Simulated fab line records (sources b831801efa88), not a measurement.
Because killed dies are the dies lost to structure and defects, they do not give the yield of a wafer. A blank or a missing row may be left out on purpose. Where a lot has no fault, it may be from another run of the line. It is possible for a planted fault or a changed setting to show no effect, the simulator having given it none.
Chamber matching + flow sky130 + SKY_VIA2_CMP_02 on cmp-02 has 4 sister chambers
The step polishes SiO2. 39 wafers are shown with their chamber, then 12 later ones without.

== WAFERS PAIRED WITH THEIR CHAMBERS ==
| wafer  | chamber | motor_current_A (A) |
|--------|---------|---------------------|
| L077.1 | 1       | 12.2                |
| L077.2 | 3       | 9.2                 |
| L077.4 | 0       | 11.3                |
| L079.2 | 3       | 9.7                 |
| L079.4 | 2       | 12.1                |
| L079.5 | 2       | 12.9                |
| L078.3 | 2       | 11.9                |
| L078.4 | 3       | 9.4                 |
| L078.6 | 1       | 12.8                |
| L084.2 | 2       | 12.6                |
| L084.3 | 1       | 12.6                |
| L084.6 | 0       | 11.1                |
| L082.3 | 3       | 10.0                |
| L082.4 | 0       | 11.0                |
| L082.5 | 1       | 12.7                |
| L081.2 | 1       | 12.1                |
| L081.4 | 0       | 10.4                |
| L081.6 | 2       | 12.6                |
| L085.3 | 3       | 9.6                 |
| L085.5 | 2       | 12.3                |
| L085.6 | 1       | 12.8                |
| L087.1 | 1       | 12.5                |
| L087.3 | 2       | 11.9                |
| L087.5 | 1       | 12.3                |
| L080.4 | 0       | 10.4                |
| L080.5 | 3       | 9.1                 |
| L080.6 | 2       | 12.6                |
| L086.2 | 2       | 12.4                |
| L086.5 | 0       | 10.7                |
| L086.6 | 1       | 12.4                |
| L089.1 | 3       | 9.0                 |
| L089.3 | 0       | 10.3                |
| L089.6 | 0       | 10.8                |
| L090.2 | 2       | 12.6                |
| L090.3 | 3       | 9.5                 |
| L090.5 | 3       | 9.3                 |
| L091.2 | 3       | 9.2                 |
| L091.5 | 1       | 12.4                |
| L091.6 | 0       | 10.9                |

SIGNATURES (means of the wafers above)
| reading         | chamber 0 | chamber 1 | chamber 2 | chamber 3 | scatter within a chamber |
|-----------------|-----------|-----------|-----------|-----------|--------------------------|
| motor_current_A | 10.767    | 12.480    | 12.390    | 9.400     | 0.309                    |
Rule: distance of a wafer from a chamber = root of the sum over the readings of ((wafer's reading minus chamber's mean) / reading's scatter) squared. The wafer belongs to the nearest chamber; if the next one is less than 2 further off, it can't be placed. The scatter is the square root of a quotient: the sum, over the shown wafers, of each reading's squared deviation from its chamber's mean, divided by wafers minus chambers.

== WAFERS MISSING THEIR CHAMBER ==
| wafer  | motor_current_A (A) |
|--------|---------------------|
| L092.1 | 12.5                |
| L092.2 | 10.4                |
| L092.5 | 13.3                |
| L093.2 | 10.9                |
| L093.3 | 12.4                |
| L093.4 | 9.2                 |
| L096.4 | 10.4                |
| L096.5 | 13.0                |
| L096.6 | 10.2                |
| L097.2 | 11.0                |
| L097.5 | 8.9                 |
| L097.6 | 12.2                |

== WHICH CHAMBER EACH ONE RAN IN ==
| wafer  | from the rows above     | in truth |
|--------|-------------------------|----------|
| L092.1 | can't be placed: 1 or 2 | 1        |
| L092.2 | 0                       | 0        |
| L092.5 | can't be placed: 1 or 2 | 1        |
| L093.2 | 0                       | 0        |
| L093.3 | can't be placed: 2 or 1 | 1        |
| L093.4 | 3                       | 3        |
| L096.4 | 0                       | 0        |
| L096.5 | can't be placed: 1 or 2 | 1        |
| L096.6 | can't be placed: 0 or 3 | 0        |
| L097.2 | 0                       | 0        |
| L097.5 | 3                       | 3        |
| L097.6 | can't be placed: 2 or 1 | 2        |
6 of 12 placed correctly. Not placeable from these rows: 6 (in 6, the candidates include the true chamber). Placed wrongly: 0.
